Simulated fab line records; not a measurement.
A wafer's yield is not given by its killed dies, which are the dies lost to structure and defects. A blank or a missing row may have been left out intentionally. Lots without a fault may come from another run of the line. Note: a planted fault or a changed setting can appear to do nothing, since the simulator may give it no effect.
Comparing a struck lot with a sound one    flow sky130    18 steps out of a route of 708
Sound: these wafers, L136.1, L136.2, L136.3. The struck wafers were L155.2, L155.3, L155.6. The cause is given at the end.
Per side, at each step with rows, come the tool, then ch with its chambers, and then its first start. Under that, the readings that differ: sound wafers    struck wafers    difference of the means    sigmas: that difference in standard deviations of wafers without a fault.
alike: readings whose means differ by less than 2 such deviations, and words and numbers that are the same on both sides. not compared: withheld readings, readings that some wafer has no value for, bounds like >300 that may hide the same value, and numbers for which the record gives no deviation and whose values overlap.
Wherever a step has rows on one side only, a row that says differs or no value, or a row with sigmas, the two part there. Numbers that have no deviation but don't overlap get no sigmas and don't part them. A reading missing from all wafers of one side parts the sides only when that side holds two or more wafers.

first, 5 steps without rows for these wafers: SKY_VIA4_COAT_06 (resist thk 1140 nm); SKY_VIA4_SOFTBAKE_07 (time 60 s); SKY_VIA4_EXPOSE_08 (exposes mask VIM4, target cd 800 nm); SKY_VIA4_PEB_09; SKY_VIA4_DEVELOP_10 (develop time 60 s).
SKY_VIA4_OVL_MEAS_11:
  sound: overlay-02 at day 43 10:19; struck: overlay-01 at day 48 06:03
  alike: VIA4_OVL
SKY_VIA4_ETCH_12: etches SiO2 in C4F8/O2/Ar, stops on TiN, target depth 580 nm.
  sound on rie_diel-01 ch 1,2,3, day 43 10:21; struck on rie_diel-03 ch 0,1,2, day 48 06:05
  alike: oes_product_au
SKY_VIA4_STRIP_13: strips in O2/N2.
  sound on plasma_asher-03 ch 0,1, day 43 10:26; struck on plasma_asher-02 ch 0,1, day 48 06:10
reading                       sound                 struck                difference  sigmas
strip_time_to_endpoint_s (s)  12.736 12.767 12.675  12.830 12.770 12.820  +0.081      +3
  alike: drypump_motor_current_A, o2_flow_sccm, oes_product_au
  not compared: rf_hours_counter_h
then, 3 steps without rows for these wafers: SKY_VIA4_STRIP_14 (strips in post etch residue remover, time 1200 s); SKY_VIA4_CLEAN_15 (cleans in IPA, time 180 s); SKY_VIA4_CLEAN_16 (cleans in O3/DIW).
SKY_VIA4_SPUTTER_17: material TiN, target thk 20 nm, time 80 s.
  sound: pvd_sputter-01 at day 43 11:01; struck: pvd_sputter-03 at day 48 06:47
  alike: throttle_valve_pct
SKY_VIA4_CVD_18: deposits W, target thk 505 nm, time 152.14 s.
  sound on cvd_w-02 ch 0,1, day 43 11:05; struck on cvd_w-02 ch 0, day 48 06:52
reading                             sound                 struck                difference  sigmas
heater_power_w (W)                  729 946 949           702 690 685           -182        -2
susceptor_temp_C (C)                400.18 400.14 399.62  392.81 392.80 392.57  -7.25       -35
model.W_of_VIA4_CVD_18.thk_nm (nm)  507.4 507.4 510.7     451.1 448.4 447.4     -59.5       
SKY_VIA4_RS_MEAS_19: measurement is done with a four-point probe.
  sound: film_metro-04 at day 43 11:14; struck: film_metro-03 at day 48 07:19
reading             sound                 struck                difference  sigmas
VIA4_W_RS (ohm/sq)  0.2254 0.2255 0.2237  0.2534 0.2547 0.2558  +0.0298     +15
  not compared: hold
SKY_VIA4_THK_MEAS_20: measures by xrf.
  sound: film_metro-04 at day 43 11:21; struck: film_metro-03 at day 48 11:09
reading          sound        struck       difference  sigmas
VIA4_W_THK (nm)  528 527 531  468 464 462  -64         -9
  not compared: hold
SKY_VIA4_CMP_21: polishes, stops on SiO2, t overpolish 25 s, target thk 0 nm.
  sound on cmp-02 ch 0,2,3, day 43 11:25; struck on cmp-01 ch 0,1,2, day 48 13:43
reading                  sound              struck                                                                      difference                    sigmas
hold                     - - -              await_dispo/2.4h/release await_dispo/2.4h/release await_dispo/2.4h/release  no value on the sound wafers  
head_pressure_psi (psi)  3.494 3.492 3.493  3.514 3.519 3.493                                                           +0.016                        +2
time_to_endpoint_s (s)   121 117 121        109 114 105                                                                 -10                           -3
  alike: motor_current_A
SKY_METAL5_SPUTTER_00: material Ti, target thk 15 nm, time 10 s.
  sound: pvd_sputter-03 at day 43 11:43; struck: pvd_sputter-03 at day 48 13:55
  alike: throttle_valve_pct
-- the record jumps here: 2 days lie between the struck wafers' starts before and after (it left off in module METAL5 and takes up again in module PAD_OPEN, whose first step shown is number 708 of the route) --
SKY_PAD_OPEN_PROBE_99:
  sound: prober-01 at day 46 08:49; struck: prober-02 at day 50 16:43
  alike: defect_limited_yield, killed_at_M0_to_M3, killed_at_M4_up, killed_at_contacts, killed_at_front_end, killed_at_other, killed_dies, killed_open, killed_short, sort_bin_3_pad_short, sort_bin_5_function, sort_bin_6_memory, sort_n_pass, sort_yield_pct

WHERE THEY PART
Earliest at SKY_VIA4_STRIP_13; latest, in this record, at SKY_VIA4_CMP_21. Later steps at which nothing parts them and some readings are alike: SKY_METAL5_SPUTTER_00, SKY_PAD_OPEN_PROBE_99.

WHY: the cause the simulator had injected
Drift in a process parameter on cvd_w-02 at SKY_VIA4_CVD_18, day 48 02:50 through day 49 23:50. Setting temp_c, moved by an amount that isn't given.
